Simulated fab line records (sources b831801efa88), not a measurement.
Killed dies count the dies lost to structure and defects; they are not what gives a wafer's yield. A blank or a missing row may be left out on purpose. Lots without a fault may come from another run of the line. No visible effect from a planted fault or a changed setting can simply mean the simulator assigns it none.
A struck lot beside a sound one    flow sky130    15 out of 708 route steps
Sound: the wafers L854.1, L854.2, L854.5. Struck: wafer L843.1 (L843.2, L843.6, from the same lot, were not struck and are left out); the cause is given at the end.
Order at every step that has rows: each side's tool, ch and its chambers, its first start. Under that, the readings that differ: sound wafers    struck wafers    difference of the means    sigmas: that difference in standard deviations of wafers without a fault.
alike: a reading whose means differ by less than 2 such deviations, as well as words and numbers matching on both sides. not compared: withheld readings; readings where some wafer has no value; bounds like >300 that might hide an equal value; numbers whose values overlap and for which the record gives no deviation.
Wherever a step has rows on one side only, a row that says differs or no value, or a row with sigmas, the two part there. Numbers that don't overlap but have no deviation are shown without sigmas and don't part them. Lack of a reading on every wafer of one side parts them only where that side has two or more wafers.

SKY_METAL1_THK_MEAS_06: measures by xrf.
  sound: film_metro-02 at day 37 05:52; struck: film_metro-02 at day 33 23:21
  alike: METAL1_ALCU_THK
then, 8 steps without rows for these wafers: SKY_METAL1_DEHYDRATE_07 (time 60 s); SKY_METAL1_HMDS_08 (prime time 60 s); SKY_METAL1_COAT_09 (resist thk 60 nm); SKY_METAL1_COAT_10 (resist thk 450 nm); SKY_METAL1_SOFTBAKE_11 (time 90 s); SKY_METAL1_EXPOSE_12 (exposes mask MM1, target cd 140 nm); SKY_METAL1_PEB_13; SKY_METAL1_DEVELOP_14 (develop time 60 s).
SKY_METAL1_CD_MEAS_15 targets a cd of 140 nm.
  sound: cd_sem-02 at day 38 07:37; struck: cd_sem-01 at day 35 01:20
  alike: cd_nm
SKY_METAL1_OVL_MEAS_16:
  sound: overlay-02 at day 38 07:44; struck: overlay-02 at day 35 01:27
  alike: METAL1_OVL
SKY_METAL1_DESCUM_17: chemistry O2, time 8 s.
  sound on rie_metal-03 ch 0,1, day 38 07:46; struck on rie_metal-01 ch 0, day 35 01:29
reading                      sound        struck  difference  sigmas
drypump_motor_current_A (A)  5.0 5.6 5.0  6.3     +1.1        +3
  alike: he_backside_leak_sccm, oes_product_au
  not compared: rf_hours_counter_h
SKY_METAL1_ETCH_18: etches BARC in N2/H2, stops on SiO2, time 45.9 s, target depth 60 nm.
  sound on rie_metal-03 ch 0,1, day 38 07:48; struck on rie_metal-01 ch 0, day 35 01:31
reading                                        sound                 struck  difference  sigmas
drypump_motor_current_A (A)                    5.0 5.6 5.0           6.3     +1.1        +3
oes_product_au (a.u.)                          0.861 0.850 0.855     0.832   -0.023      -5
throttle_valve_pct (%)                         13.239 13.231 13.230  13.202  -0.031      -3
model.KrF-thick_of_METAL1_COAT_10.thk_nm (nm)  393.6 391.5 393.5     398.2   +5.3        
model.etch.depth_nm (nm)                       60.07 60.35 60.29     58      -2          
  alike: he_backside_leak_sccm
  not compared: rf_hours_counter_h
SKY_METAL1_METAL_ETCH_19: etches the open film in Cl2/BCl3, stops on SiO2, target depth 360 nm, time 78 s.
  sound on rie_metal-03 ch 0,1, day 38 07:52; struck on rie_metal-01 ch 0, day 35 01:35
reading                      sound        struck  difference  sigmas
drypump_motor_current_A (A)  4.9 5.6 4.9  6.3     +1.2        +3
  alike: he_backside_leak_sccm, oes_product_au, throttle_valve_pct
  not compared: rf_hours_counter_h
-- the record jumps here: 12 days lie between the struck wafers' starts before and after (it left off in module METAL1 and takes up again in module PAD_OPEN, whose first step shown is number 708 of the route) --
SKY_PAD_OPEN_PROBE_99:
  sound: prober-02 at day 49 19:20; struck: prober-01 at day 47 13:24
reading                                sound                 struck  difference  sigmas
defect_limited_yield (%)               85.0 81.9 81.3        87.0    +4.3        +2
killed_at_M0_to_M3                     44 41 58              26      -22         -3
killed_dies                            74 89 92              64      -21         -2
killed_open                            44 46 48              28      -18         -3
sort_n_pass                            418 403 400           428     +21         +2
sort_yield_pct (%)                     85.0 81.9 81.3        87.0    +4.3        +2
model.etest.met1_comb.leak_log10_a_um  -12.04 -12.03 -11.87  -10.91  +1.07       
  alike: killed_at_M4_up, killed_at_contacts, killed_at_front_end, killed_at_other, killed_short, sort_bin_3_pad_short, sort_bin_5_function, sort_bin_6_memory

## WHERE THEY PART
Earliest at SKY_METAL1_DESCUM_17; latest, in this record, at SKY_PAD_OPEN_PROBE_99.

WHY: whatever the simulator had introduced
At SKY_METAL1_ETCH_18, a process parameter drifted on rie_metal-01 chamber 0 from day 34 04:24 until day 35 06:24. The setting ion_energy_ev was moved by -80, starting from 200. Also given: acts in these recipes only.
